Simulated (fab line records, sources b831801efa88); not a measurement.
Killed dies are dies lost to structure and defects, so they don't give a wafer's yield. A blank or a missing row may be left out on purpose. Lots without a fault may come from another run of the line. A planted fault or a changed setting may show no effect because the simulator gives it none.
One fault seen from 2 desks | flow sky130 | each desk has only its own numbers; what lay behind them comes last

THE METROLOGY DESK
What the gauges read, lot by lot, whatever tool the lot ran on: means of the sampled wafers that have a number. A lot is out of limits, marked OUT, if its mean lies more than 4 standard deviations from the usual mean; the brackets give that distance.
Columns: A = VT_ADJUST_HVTP_OVL at SKY_VT_ADJUST_HVTP_OVL_MEAS_08, usual 0.1 nm; B = VT_ADJUST_NCORE_OVL at SKY_VT_ADJUST_NCORE_OVL_MEAS_08, usual 0.2 nm
lot  | first seen here | A                       | B
L812 | day 5 18:18     | -0.3                    | 2.1
L813 | day 6 01:42     | -1.0                    | 1.3
L816 | day 7 01:16     | 0.6                     | 2.4
L817 | day 7 06:40     | 233.5 (+99 or more) OUT | -1.1
L818 | day 7 16:33     | 233.9 (+99 or more) OUT | 0.4
L820 | day 8 01:25     | 233.9 (+99 or more) OUT | 0.1
L821 | day 8 20:53     | 233.8 (+99 or more) OUT | -1.1
L824 | day 9 11:43     | -1.1                    | -2.4
L827 | day 9 23:09     | 0.2                     | -1.1
L831 | day 11 02:39    | 1.0                     | 1.6
L833 | day 11 17:13    | 0.4                     | 0.5
L834 | day 12 00:12    | -0.1                    | -3.3
This desk's finding: out of limits on L817, L818, L820, L821; first on L817, day 7 06:40 (VT_ADJUST_HVTP_OVL at SKY_VT_ADJUST_HVTP_OVL_MEAS_08). In limits: L812, L813, L816, L824, L827, L831, L833, L834.

THE TOOL OWNER'S DESK: iline_stepper-02
The tool's own readings at SKY_VT_ADJUST_HVTP_EXPOSE_04 (exposes mask HVTPM, target cd 380 nm): means of the sampled wafers that have a number, for each lot that ran on this tool. A lot is out of limits, marked OUT, if its mean lies more than 4 standard deviations from the usual mean; the brackets give that distance.
Columns: A = focus_offset_nm at SKY_VT_ADJUST_HVTP_EXPOSE_04, usual 0.0 nm
lot  | first seen here | A
L812 | day 5 09:08     | -0.3
L816 | day 6 16:11     | -0.3
L817 | day 6 20:47     | 0.2
L818 | day 7 06:34     | 0.5
L820 | day 7 14:45     | 0.1
L821 | day 8 10:56     | -0.2
This desk's finding: nothing out of limits on any of the 6 lots.

PUT TOGETHER
The metrology desk could have raised an alarm at day 7 06:40, on L817, L818, L820, L821.
The tool owner's desk saw nothing out of limits.
The tool owner's desk has L817, L818, L820, L821 on record, within its limits.
Of the lots named, all ran SKY_VT_ADJUST_HVTP_EXPOSE_04 on iline_stepper-02.

WHAT THE SIMULATOR HAD PUT IN
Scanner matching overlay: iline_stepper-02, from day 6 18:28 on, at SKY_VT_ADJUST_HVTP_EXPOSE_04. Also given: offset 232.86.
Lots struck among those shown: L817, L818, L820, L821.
Hours from the fault's start to each desk's first reading out of limits: the metrology desk, 12.
